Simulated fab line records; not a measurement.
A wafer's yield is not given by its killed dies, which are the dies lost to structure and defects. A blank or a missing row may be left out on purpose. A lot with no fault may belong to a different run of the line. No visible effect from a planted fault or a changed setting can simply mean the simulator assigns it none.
Check of tool commonality | flow gf180mcu | Lots sampled 14, wafers sampled 42

== WHAT PROMPTED THE OPENING ==
Of 14 lots, 2 have the reading VT_IMPLANT_TW flagged at GF_VT_IMPLANT_TW_MEAS_10. Wafers without a fault read 563, standard deviation 6.
Rule: flag the lot when none of its wafers has a number, or when each of its wafers that has one lies beyond 4 standard deviations from that mean. As for the other lots, they are considered sound.

lot  | measured     | on            | VT_IMPLANT_TW, wafer by wafer | flag
L211 | day 5 17:59  | film metro-02 | 562 558 565                   |
L212 | day 6 01:47  | film metro-04 | 554 551 553                   |
L213 | day 6 07:55  | film metro-01 | 568 566 567                   |
L214 | day 6 13:44  | film metro-01 | 568 569 568                   |
L217 | day 7 14:33  | film metro-02 | 671 670 674                   | FLAGGED
L218 | day 7 14:46  | film metro-01 | 565 567 567                   |
L219 | day 7 22:01  | film metro-01 | 675 674 673                   | FLAGGED
L223 | day 9 05:28  | film metro-04 | 551 549 552                   |
L224 | day 9 11:56  | film metro-01 | 567 571 571                   |
L225 | day 9 17:08  | film metro-01 | 571 568 570                   |
L230 | day 10 18:32 | film metro-04 | 555 555 554                   |
L231 | day 10 21:35 | film metro-04 | 553 550 549                   |
L232 | day 11 05:15 | film metro-01 | 567 563 566                   |
L233 | day 11 12:10 | film metro-01 | 565 564 565                   |
The numbers of the flagged lots are 673 on average: +110 against the usual, or +18 standard deviations.

== EACH LOT AND THE TOOL IT RAN ON ==
The record holds 1 process step before the reading, out of a route of 602 steps. Each cell gives the tool, then ch followed by the chambers the sampled wafers passed through, then the start.
lot  | flag    | GF_VT_IMPLANT_IMPLANT_08
L211 |         | implanter-04 ch 0, day 5 17:45
L212 |         | implanter-02 ch 0, day 6 01:32
L213 |         | implanter-04 ch 0, day 6 07:42
L214 |         | implanter-02 ch 0, day 6 13:30
L217 | FLAGGED | implanter-02 ch 0, day 7 14:19
L218 |         | implanter-04 ch 0, day 7 14:33
L219 | FLAGGED | implanter-02 ch 0, day 7 21:48
L223 |         | implanter-04 ch 0, day 9 05:14
L224 |         | implanter-03 ch 0, day 9 11:42
L225 |         | implanter-04 ch 0, day 9 16:53
L230 |         | implanter-03 ch 0, day 10 18:17
L231 |         | implanter-03 ch 0, day 10 21:21
L232 |         | implanter-04 ch 0, day 11 05:02
L233 |         | implanter-03 ch 0, day 11 11:56
What is done by these steps:
- GF_VT_IMPLANT_IMPLANT_08
- GF_VT_IMPLANT_TW_MEAS_10

== FLAGGED OVER TOTAL, TOOL BY TOOL (the gauges that took the reading come last) ==
step                     | tool          | lots run | flagged | share of the flagged lots | sound lots run after its first flagged lot
GF_VT_IMPLANT_IMPLANT_08 | implanter-02  | 4        | 2       | all                       | 0
GF_VT_IMPLANT_IMPLANT_08 | implanter-03  | 4        | 0       | none                      | -
GF_VT_IMPLANT_IMPLANT_08 | implanter-04  | 6        | 0       | none                      | -
GF_VT_IMPLANT_TW_MEAS_10 | film metro-01 | 8        | 1       | some                      | 4 (L224,L225,L232,L233)
GF_VT_IMPLANT_TW_MEAS_10 | film metro-02 | 2        | 1       | some                      | 0
GF_VT_IMPLANT_TW_MEAS_10 | film metro-04 | 4        | 0       | none                      | -

== WHAT IS ALLOWED BY THE TABLE ==
In the table, 1 row covers all flagged lots: implanter-02 at GF_VT_IMPLANT_IMPLANT_08.
- implanter-02 at GF_VT_IMPLANT_IMPLANT_08: 2 of its 4 lots flagged. A fault beginning between L214 (day 6 13:30), its last sound lot, and L217 (day 7 14:19), its first flagged one, fits the data. Its own readings lie more than 4 standard deviations out on every wafer of the flagged lots: dose ions cm2, faraday current uA.
implanter-02 at GF_VT_IMPLANT_IMPLANT_08 is the single tool remaining.

== WHAT THE SIMULATOR HAD PUT IN ==
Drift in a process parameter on implanter-02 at GF_VT_IMPLANT_IMPLANT_08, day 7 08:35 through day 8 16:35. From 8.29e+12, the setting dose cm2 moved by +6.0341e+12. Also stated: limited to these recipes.
Lots struck among those shown: L217, L219. The rule above reached the same finding.
